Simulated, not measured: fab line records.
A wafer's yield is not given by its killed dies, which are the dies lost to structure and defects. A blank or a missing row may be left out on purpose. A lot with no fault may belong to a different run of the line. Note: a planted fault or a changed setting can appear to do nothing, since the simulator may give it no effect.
A struck lot beside a sound one    flow gf180mcu    37 out of 602 route steps
Sound: these wafers, L265.2, L265.4, L265.6. Struck: wafers L259.2, L259.3, L259.4. The cause is given at the end.
Order at every step that has rows: each side's tool, ch and its chambers, its first start. Under that, the readings that differ: sound wafers    struck wafers    difference of the means    sigmas: that difference in standard deviations of wafers without a fault.
alike: same words and numbers on both sides, and readings whose means sit less than 2 such deviations apart. not compared: any withheld reading, any reading some wafer has no value for, any bound like >300 that may hide the same value, and any number with overlapping values for which the record gives no deviation.
Wherever a step has rows on one side only, a row that says differs or no value, or a row with sigmas, the two part there. Non-overlapping numbers with no deviation appear without sigmas and do not part them. Lack of a reading on every wafer of one side parts them only where that side has two or more wafers.

first, 2 steps without rows for these wafers: GF_M2_PEB_12 (peb time 90 s); GF_M2_DEVELOP_13 (develop time 60 s).
GF_M2_CD_MEAS_14: target cd 280 nm.
  sound on cd sem-02, day 25 20:35; struck on cd sem-01, day 23 17:42
  alike: cd nm
GF_M2_OVL_MEAS_15:
  sound on overlay-02, day 25 20:42; struck on overlay-02, day 23 17:49
  alike: M2_OVL
then, 5 steps without rows for these wafers: GF_M2_METAL_ETCH_16 (etches the open film in Cl2/BCl3, stops on SiO2, target depth 750.8 nm, time 125.1 s); GF_M2_STRIP_17 (strips in O2/N2); GF_M2_STRIP_18 (strips in post etch residue remover, time 1200 s); GF_M2_CLEAN_19 (cleans in DIW); GF_V2_CVD_00 (deposits SiO2, target thk 600 nm, time 100 s).
GF_V2_THK_MEAS_01:
  sound on film metro-02, day 25 21:43; struck on film metro-02, day 23 18:35
  alike: V2_CVD_00_THK
GF_V2_CVD_02: deposits SiO2 from TEOS, target thk 850 nm, time 94.851 s.
  sound on pecvd-04 ch 0,1,2, day 25 21:46; struck on pecvd-01 ch 0,1,2, day 23 18:38
  alike: heater power outer w, heater power w
GF_V2_THK_MEAS_03:
  sound on film metro-04, day 25 21:50; struck on film metro-01, day 23 18:43
  alike: V2_CVD_02_THK
GF_V2_CMP_04: polishes SiO2.
  sound on cmp-01 ch 0,2,3, day 25 21:59; struck on cmp-02 ch 0,2,3, day 23 18:49
reading                              sound              struck             difference  sigmas
time to endpoint s (s)               73 73 80           99 101 103         +26         +5
model.SiO2_of_V2_CVD_02.thk nm (nm)  632.9 631.5 632.6  707.5 709.9 711.4  +77.3       
  alike: motor current A
GF_V2_BOW_MEAS_05:
  sound on film metro-01, day 25 22:13; struck on film metro-01, day 23 19:05
reading      sound     struck      difference  sigmas
V2_BOW (um)  81 90 87  104 107 94  +16         +2
then, 8 steps without rows for these wafers: GF_V2_DEHYDRATE_06 (time 60 s); GF_V2_HMDS_07 (prime time 60 s); GF_V2_COAT_08; GF_V2_COAT_09 (resist thk 1000 nm); GF_V2_SOFTBAKE_10 (time 60 s); GF_V2_EXPOSE_11 (exposes mask Via2, target cd 260 nm); GF_V2_PEB_12 (peb time 90 s); GF_V2_DEVELOP_13 (develop time 60 s).
GF_V2_CD_MEAS_14: target cd 260 nm.
  sound on cd sem-01, day 26 18:36; struck on cd sem-01, day 24 17:21
  alike: cd nm
GF_V2_OVL_MEAS_15:
  sound on overlay-02, day 26 18:43; struck on overlay-01, day 24 17:28
  alike: V2_OVL
GF_V2_ETCH_16: etches BARC in N2/H2.
  sound on rie diel-01 ch 1,2,3, day 26 18:44; struck on rie diel-02 ch 0,2,3, day 24 17:29
  alike: drypump motor current A, oes product au, throttle valve pct
GF_V2_ETCH_17: etches SiO2 in C4F8/O2/Ar, stops on TiN, target depth 630 nm.
  sound: rie diel-01 ch 1,2,3; struck: rie diel-02 ch 0,2,3
reading                         sound              struck             difference  sigmas
oes product au (a.u.)           0.858 0.863 0.853  0.912 0.918 0.917  +0.058      +13
model.V2.feature depth nm (nm)  632.9 631.5 632.6  707.5 709.9 711.4  +77.3       
model.etch.depth nm (nm)        632.9 631.5 632.6  707.5 709.9 711.4  +77.3       
GF_V2_STRIP_18: strips in O2/N2.
  sound on plasma asher-02 ch 0,1, day 26 18:52; struck on plasma asher-04 ch 0,1, day 24 17:37
  alike: drypump motor current A, heater power w, oes product au
  not compared: rf hours counter h
then, 4 steps without rows for these wafers: GF_V2_STRIP_19 (strips in post etch residue remover, time 1200 s); GF_V2_CLEAN_20 (cleans in DIW); GF_V2_SPUTTER_21 (material Ti, target thk 15 nm, time 80.02 s); GF_V2_SPUTTER_22 (material TiN, target thk 10 nm, time 40 s).
GF_V2_CVD_23: deposits W, target thk 350 nm, time 104.94 s.
  sound on cvd w-01 ch 0,1, day 26 19:31; struck on cvd w-01 ch 0,1, day 24 18:15
  alike: heater power outer w, heater power w
GF_V2_RS_MEAS_24: measurement is done with a four-point probe.
  sound on film metro-04, day 26 19:39; struck on film metro-02, day 24 18:23
  alike: V2_W_RS
GF_V2_THK_MEAS_25: measures by xrf.
  sound on film metro-04, day 26 19:46; struck on film metro-02, day 24 18:29
  alike: V2_W_THK
GF_V2_CMP_26: polishes, stops on SiO2, t overpolish 15 s, target thk 0 nm.
  sound on cmp-02 ch 0,2, day 26 19:52; struck on cmp-01 ch 1,2,3, day 24 18:32
reading                              sound              struck             difference  sigmas
model.SiO2_of_V2_CVD_02.thk nm (nm)  629.1 627.7 628.8  703.7 706.1 707.7  +77.3       
  alike: motor current A
GF_M3_SPUTTER_00: material Ti, target thk 37.5 nm, time 150 s.
  sound on pvd sputter-04, day 26 20:07; struck on pvd sputter-04, day 24 18:50
  alike: chamber pressure pa, throttle valve pct
GF_PASSIVATION_PROBE_99:
  the record holds rows for the sound wafers here (prober-02, day 34 07:09) but none for the struck ones

== WHERE THEY PART ==
Earliest at GF_V2_CMP_04; latest, in this record, at GF_PASSIVATION_PROBE_99.

WHY: whatever the simulator had introduced
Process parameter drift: cmp-02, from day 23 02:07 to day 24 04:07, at GF_V2_CMP_04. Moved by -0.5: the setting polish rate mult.
